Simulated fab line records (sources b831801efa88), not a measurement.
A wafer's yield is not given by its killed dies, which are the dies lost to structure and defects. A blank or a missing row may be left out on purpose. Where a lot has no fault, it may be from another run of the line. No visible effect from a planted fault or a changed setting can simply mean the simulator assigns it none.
Struck lot and sound lot, side by side | flow gf180mcu | 14 out of 602 route steps
Sound: the wafers L170.1, L170.2, L170.4. Wafers struck: L161.1, L161.4, L161.6. Last of all comes the cause.
Per side, at each step with rows, come the tool, then ch with its chambers, and then its first start. Under that, the readings that differ: sound wafers | struck wafers | difference of the means | sigmas: that difference in standard deviations of wafers without a fault.
alike: readings whose means differ by less than 2 such deviations, and words and numbers that are the same on both sides. not compared: withheld readings, readings that some wafer has no value for, bounds like >300 that may hide the same value, and numbers for which the record gives no deviation and whose values overlap.
A row with sigmas, a row that says differs or no value, or rows on one side alone: a step with any of these is where the two part. Non-overlapping numbers with no deviation appear without sigmas and do not part them. A reading missing from all wafers of one side parts the sides only when that side holds two or more wafers.

GF_PSD_STRIP_10: strips in O2/N2.
  sound on plasma-asher-03 ch 0,1, day 19 21:11; struck on plasma-asher-03 ch 0,1, day 16 15:02
  alike: drypump-motor-current-A, heater-power-w, oes-product-au, strip-time-to-endpoint-s
  not compared: rf-hours-counter-h
GF_PSD_TW_MEAS_11:
  sound on film-metro-03, day 19 21:17; struck on film-metro-04, day 16 15:08
  alike: PSD_TW
then, 1 step without rows for these wafers: GF_PSD_CLEAN_12 (cleans in SC1/SC2, time 150 s).
GF_PSD_RTA_13: time 20 s.
  sound on rtp-anneal-01 ch 0, day 19 21:24; struck on rtp-anneal-01 ch 0, day 16 15:15
  alike: anneal-temp-c-max, lamp-power-pct, wafer_temp_C_max
GF_PSD_RS_MEAS_14: the measuring method here is four-point-probe.
  sound on film-metro-04, day 19 21:31; struck on film-metro-03, day 16 15:20
  reading         | sound             | struck            | difference | sigmas
  NSD_RS (ohm/sq) | 46.19 46.25 46.23 | 46.09 46.05 46.00 | -0.18      | -2
GF_PSD_RS_MEAS_15: the measuring method here is four-point-probe.
  sound on film-metro-04, day 19 21:38; struck on film-metro-03, day 16 15:27
  alike: PSD_RS
GF_SAB_CVD_00: deposits SiO2 from TEOS, target thk 50 nm, time 4.9302 s.
  sound on pecvd-04 ch 1,2, day 19 21:45; struck on pecvd-03 ch 0,1, day 16 15:34
  alike: heater-power-w
GF_SAB_THK_MEAS_01:
  sound on film-metro-01, day 19 21:46; struck on film-metro-02, day 16 15:35
  alike: SAB_CVD_00_THK
then, 4 steps without rows for these wafers: GF_SAB_DEHYDRATE_02 (time 60 s); GF_SAB_HMDS_03 (prime time 60 s); GF_SAB_COAT_04 (resist thk 1000 nm); GF_SAB_SOFTBAKE_05 (time 60 s).
GF_SAB_EXPOSE_06: exposes mask SAB, target cd 420 nm.
  struck on iline-stepper-01, day 17 02:43; sound on iline-stepper-01 ch 0, day 20 09:51
  no value came back on the struck wafers for exposure-dose-mJ-cm2, focus-offset-nm (nm), sigma-outer; on the sound wafers exposure-dose-mJ-cm2 reads 140.16 140.05 140.06
  alike: mask
following that, these wafers have no rows for 1 step: GF_SAB_PEB_07.

== WHERE THEY PART ==
First at GF_PSD_RS_MEAS_14; last, within this record, at GF_SAB_EXPOSE_06.

WHY: what had been put in by the simulator
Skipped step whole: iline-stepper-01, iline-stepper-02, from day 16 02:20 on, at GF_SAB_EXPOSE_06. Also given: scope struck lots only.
